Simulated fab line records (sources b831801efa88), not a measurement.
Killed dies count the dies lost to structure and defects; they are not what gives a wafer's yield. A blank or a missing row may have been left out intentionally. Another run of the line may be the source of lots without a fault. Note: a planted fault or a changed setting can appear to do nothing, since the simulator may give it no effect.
A lot that was struck, set against a sound lot || flow sky130 || 43 out of 708 route steps
Sound: these wafers, L552.1, L552.5, L552.6. The struck wafers were L560.1, L560.4, L560.5. The cause is named last.
Order at every step that has rows: each side's tool, ch and its chambers, its first start. Under that, the readings that differ: sound wafers || struck wafers || difference of the means || sigmas: that difference in standard deviations of wafers without a fault.
alike: words and numbers the same on both sides, and readings whose means are apart by under 2 such deviations; not compared: readings that were withheld, readings missing a value for some wafer, numbers with overlapping values and no deviation given by the record, and bounds like >300 which may hide the same value.
Wherever a step has rows on one side only, a row that says differs or no value, or a row with sigmas, the two part there. Numbers that don't overlap but have no deviation are shown without sigmas and don't part them. Lack of a reading on every wafer of one side parts them only where that side has two or more wafers.

first, 5 steps without rows for these wafers: SKY_POLY_GATE_COAT_08 (resist thk 450 nm); SKY_POLY_GATE_SOFTBAKE_09 (time 90 s); SKY_POLY_GATE_EXPOSE_10 (exposes mask P1M, target cd 150 nm); SKY_POLY_GATE_PEB_11; SKY_POLY_GATE_DEVELOP_12 (develop time 60 s).
SKY_POLY_GATE_CD_MEAS_13: target cd 150 nm.
  sound on cd_sem-02 at day 18 08:59; struck on cd_sem-01 at day 20 15:41
  alike: cd_nm
SKY_POLY_GATE_OVL_MEAS_14:
  sound on overlay-02 at day 18 09:07; struck on overlay-02 at day 20 15:49
  alike: POLY_GATE_OVL
SKY_POLY_GATE_ETCH_15: etches BARC in N2/H2, stops on SiO2, time 118.5 s, target depth 110 nm.
  sound on rie_diel-04 ch 2,3, day 18 09:09; struck on rie_diel-04 ch 1,2, day 20 15:51
  alike: drypump_motor_current_A, oes_product_au, throttle_valve_pct
  not compared: rf_hours_counter_h
SKY_POLY_GATE_ETCH_16: etches Si3N4 in CH3F/O2, stops on poly-Si, time 147.5 s, target depth 75 nm.
  sound on rie_diel-04 ch 2,3, day 18 09:14; struck on rie_diel-04 ch 1,2, day 20 15:56
  alike: ch3f_flow_sccm, drypump_motor_current_A, oes_product_au, throttle_valve_pct
  not compared: rf_hours_counter_h
SKY_POLY_GATE_ETCH_17: etches poly-Si in HBr/Cl2, stops on SiO2, target depth 180 nm, time 70.5 s.
  sound on rie_si-02 ch 0,2,3, day 18 09:20; struck on rie_si-01 ch 0,2, day 20 16:02
  alike: drypump_motor_current_A, oes_product_au, throttle_valve_pct
  not compared: rf_hours_counter_h
SKY_POLY_GATE_STRIP_18: strips in O2/N2.
  sound on plasma_asher-04 ch 0,1, day 18 09:23; struck on plasma_asher-02 ch 1, day 20 16:05
  alike: drypump_motor_current_A, o2_flow_sccm, oes_product_au, strip_time_to_endpoint_s
  not compared: rf_hours_counter_h
then, 1 step without rows for these wafers: SKY_POLY_GATE_CLEAN_19 (cleans in SC1/SC2, time 150 s).
SKY_POLY_GATE_OXIDATION_20: stabilise 600 s, purge 300 s, target thk 4 nm.
  sound on furnace-01 ch 0, day 18 09:48; struck on furnace-02 ch 0, day 20 16:14
  alike: spike_tc_top_C
SKY_POLY_GATE_THK_MEAS_21:
  sound on film_metro-01 at day 18 11:03; struck on film_metro-02 at day 20 17:29
  alike: POLY_GATE_OXIDATION_THK
SKY_POLY_GATE_CD_MEAS_22:
  sound on cd_sem-01 at day 18 11:07; struck on cd_sem-02 at day 20 17:33
  alike: cd_nm
then, 7 steps without rows for these wafers: SKY_LDD_N_DEHYDRATE_00 (time 60 s); SKY_LDD_N_HMDS_01 (prime time 60 s); SKY_LDD_N_COAT_02 (resist thk 300 nm); SKY_LDD_N_SOFTBAKE_03 (time 60 s); SKY_LDD_N_EXPOSE_04 (exposes mask NTM, target cd 840 nm); SKY_LDD_N_PEB_05; SKY_LDD_N_DEVELOP_06 (develop time 60 s).
SKY_LDD_N_OVL_MEAS_07:
  sound on overlay-01 at day 19 17:11; struck on overlay-01 at day 22 01:11
  alike: LDD_N_OVL
then, 8 steps without rows for these wafers: SKY_LDD_N_IMPLANT_08; SKY_LDD_N_IMPLANT_09; SKY_LDD_N_IMPLANT_10; SKY_LDD_N_IMPLANT_11; SKY_LDD_N_IMPLANT_12; SKY_LDD_N_IMPLANT_13; SKY_LDD_N_IMPLANT_14; SKY_LDD_N_IMPLANT_15.
SKY_LDD_N_STRIP_16: strips in O2/N2.
  sound on plasma_asher-03 ch 0,1, day 19 18:26; struck on plasma_asher-01 ch 0,1, day 22 02:26
  alike: drypump_motor_current_A, o2_flow_sccm, oes_product_au, strip_time_to_endpoint_s
  not compared: rf_hours_counter_h
SKY_LDD_N_TW_MEAS_17:
  sound on film_metro-01 at day 19 18:33; struck on film_metro-01 at day 22 02:32
  alike: LDD_N_TW
then, 7 steps without rows for these wafers: SKY_LDD_P_DEHYDRATE_00 (time 60 s); SKY_LDD_P_HMDS_01 (prime time 60 s); SKY_LDD_P_COAT_02 (resist thk 1140 nm); SKY_LDD_P_SOFTBAKE_03 (time 60 s); SKY_LDD_P_EXPOSE_04 (exposes mask PSDM, target cd 380 nm); SKY_LDD_P_PEB_05; SKY_LDD_P_DEVELOP_06 (develop time 60 s).
SKY_LDD_P_CD_MEAS_07: target cd 380 nm.
  sound on cd_sem-01 at day 21 01:13; struck on cd_sem-02 at day 23 08:52
  alike: cd_nm
SKY_LDD_P_OVL_MEAS_08:
  sound on overlay-02 at day 21 01:20; struck on overlay-01 at day 23 08:59
  alike: LDD_P_OVL
-- a jump in the record: the struck wafers' starts before and after are 25 days apart (it breaks off in module LDD_P and resumes in module PAD_OPEN, where the first step shown is number 708 of the route) --
SKY_PAD_OPEN_PROBE_99:
  sound on prober-02 at day 47 02:25; struck on prober-02 at day 48 15:21
{"reading": "killed_at_front_end", "sound": "23 19 16", "struck": "8 13 5", "difference": -11, "sigmas": -2}
{"reading": "model.etest.diode_nwell_sub.leak_log10_a_cm2", "sound": "-7.318 -7.299 -7.498", "struck": "-6.171 -6.18 -5.912", "difference": "+1.284", "sigmas": ""}
{"reading": "model.etest.diode_dnwell_sub.leak_log10_a_cm2", "sound": "-7.227 -7.27 -7.391", "struck": "-5.861 -5.95 -6.128", "difference": "+1.316", "sigmas": ""}
{"reading": "model.etest.diode_pwell_dnwell.leak_log10_a_cm2", "sound": "-7.714 -7.489 -7.5", "struck": "-6.28 -6.209 -6.302", "difference": "+1.30", "sigmas": ""}
{"reading": "model.etest.diode_ndiff_pwell_hv.leak_log10_a_cm2", "sound": "-6.572 -6.541 -7.042", "struck": "-6.133 -5.755 -5.776", "difference": "+0.830", "sigmas": ""}
{"reading": "model.etest.diode_pdiff_nwell_hv.leak_log10_a_cm2", "sound": "-6.658 -7.083 -6.771", "struck": "-5.892 -5.902 -5.864", "difference": "+0.951", "sigmas": ""}
{"reading": "model.etest.diode_ndiff_pwell.leak_log10_a_cm2", "sound": "-7.316 -7.206 -7.354", "struck": "-6.611 -6.459 -6.559", "difference": "+0.749", "sigmas": ""}
{"reading": "model.etest.diode_pdiff_nwell.leak_log10_a_cm2", "sound": "-7.417 -7.495 -7.481", "struck": "-6.515 -6.778 -6.744", "difference": "+0.785", "sigmas": ""}
{"reading": "model.etest.nfet_16v.off_log10_a_um", "sound": "-13.94 -13.87 -13.8", "struck": "-13.36 -13.33 -13.17", "difference": "+0.58", "sigmas": ""}
  alike: killed_at_M0_to_M3, killed_at_M4_up, killed_at_contacts, killed_at_other, killed_dies, killed_open, killed_short

## WHERE THEY PART
Only at SKY_PAD_OPEN_PROBE_99, within this record.

WHY: whatever the simulator had introduced
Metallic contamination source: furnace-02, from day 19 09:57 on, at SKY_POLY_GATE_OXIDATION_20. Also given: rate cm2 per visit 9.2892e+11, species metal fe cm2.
